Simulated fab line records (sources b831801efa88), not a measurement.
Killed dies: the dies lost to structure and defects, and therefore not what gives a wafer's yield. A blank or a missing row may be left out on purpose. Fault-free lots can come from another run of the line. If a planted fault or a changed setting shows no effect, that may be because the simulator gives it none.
Tool commonality check ; flow gf180mcu ; 12 lots and 36 wafers in the sample

== REASON FOR OPENING ==
Of 12 lots, 2 have the reading CONTACT_W_RS flagged at GF_CONTACT_RS_MEAS_25. Fault-free wafers read 0.381 ohm/sq, with a standard deviation of 0.0041.
Rule: a lot is flagged in two cases, either no wafer of it has a number, or all its wafers with numbers fall more than 4 standard deviations from that mean. As for the other lots, they are considered sound.

lot;measured;on;CONTACT_W_RS (ohm/sq), wafer by wafer;flag
L798;day 16 06:35;film metro-03;0.386 0.388 0.386;
L800;day 16 23:37;film metro-03;0.382 0.378 0.384;
L801;day 17 11:56;film metro-04;0.385 0.383 0.386;
L802;day 17 16:28;film metro-04;0.381 0.384 0.382;
L804;day 18 16:27;film metro-01;0.376 0.379 0.379;
L806;day 19 04:34;film metro-04;0.383 0.385 0.377;
L807;day 19 16:13;film metro-03;0.378 0.377 0.385;
L809;day 20 07:59;film metro-01;0.379 0.392 0.380;
L815;day 22 07:35;film metro-03;0.614 0.621 0.611;FLAGGED
L818;day 23 06:32;film metro-03;0.369 0.375 0.368;
L819;day 23 14:19;film metro-03;0.612 0.613 0.606;FLAGGED
L820;day 24 03:39;film metro-03;0.379 0.378 0.382;
The mean of the flagged lots' numbers is 0.613 ohm/sq, +0.232 ohm/sq from the usual (+57 standard deviations).

== WHICH TOOL RAN EACH LOT ==
The record holds 1 process step before the reading, out of a route of 602 steps. In each cell: the tool, then ch and the chambers that the sampled wafers went through, then the start.
lot;flag;GF_CONTACT_CVD_24
L798;;cvd w-01 ch 0,1, day 16 06:28
L800;;cvd w-02 ch 0,1, day 16 23:29
L801;;cvd w-01 ch 0,1, day 17 11:49
L802;;cvd w-01 ch 0,1, day 17 16:22
L804;;cvd w-02 ch 0,1, day 18 16:20
L806;;cvd w-02 ch 0, day 19 04:26
L807;;cvd w-02 ch 0,1, day 19 16:07
L809;;cvd w-01 ch 0,1, day 20 07:52
L815;FLAGGED;cvd w-01 ch 1, day 22 07:29
L818;;cvd w-02 ch 0,1, day 23 06:25
L819;FLAGGED;cvd w-01 ch 0,1, day 23 14:13
L820;;cvd w-02 ch 0,1, day 24 03:33
What is done by these steps:
- GF_CONTACT_CVD_24: deposits W, target thk 300 nm, time 90.339 s.
- GF_CONTACT_RS_MEAS_25: measures by four-point-probe.

== FLAGGED AGAINST TOTAL, ONE TOOL AT A TIME (gauges that did the reading follow at the end) ==
step;tool;lots run;flagged;share of the flagged lots;sound lots run after its first flagged lot
GF_CONTACT_CVD_24;cvd w-01;6;2;all;0
GF_CONTACT_CVD_24;cvd w-02;6;0;none;-
GF_CONTACT_RS_MEAS_25;film metro-01;2;0;none;-
GF_CONTACT_RS_MEAS_25;film metro-03;7;2;all;2 (L818,L820)
GF_CONTACT_RS_MEAS_25;film metro-04;3;0;none;-

== WHAT THE TABLE PERMITS ==
Every flagged lot went through 2 rows of the table: cvd w-01 at GF_CONTACT_CVD_24 and film metro-03 at GF_CONTACT_RS_MEAS_25.
- cvd w-01 at GF_CONTACT_CVD_24: 2 of its 6 lots flagged. A fault beginning between L809 (day 20 07:52), its last sound lot, and L815 (day 22 07:29), its first flagged one, fits the data.
- film metro-03 at GF_CONTACT_RS_MEAS_25: 2 of its 7 lots flagged. Sound lots ran on it after the first flagged one (L818, L820), which a lasting fault on the whole tool wouldn't allow.
Just one tool remains: cvd w-01 at GF_CONTACT_CVD_24.

== WHAT WAS PUT IN BY THE SIMULATOR ==
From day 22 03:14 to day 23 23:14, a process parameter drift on cvd w-01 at GF_CONTACT_CVD_24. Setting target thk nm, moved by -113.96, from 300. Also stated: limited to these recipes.
Shown lots that were struck: L815, L819. This agrees with what the rule above found.
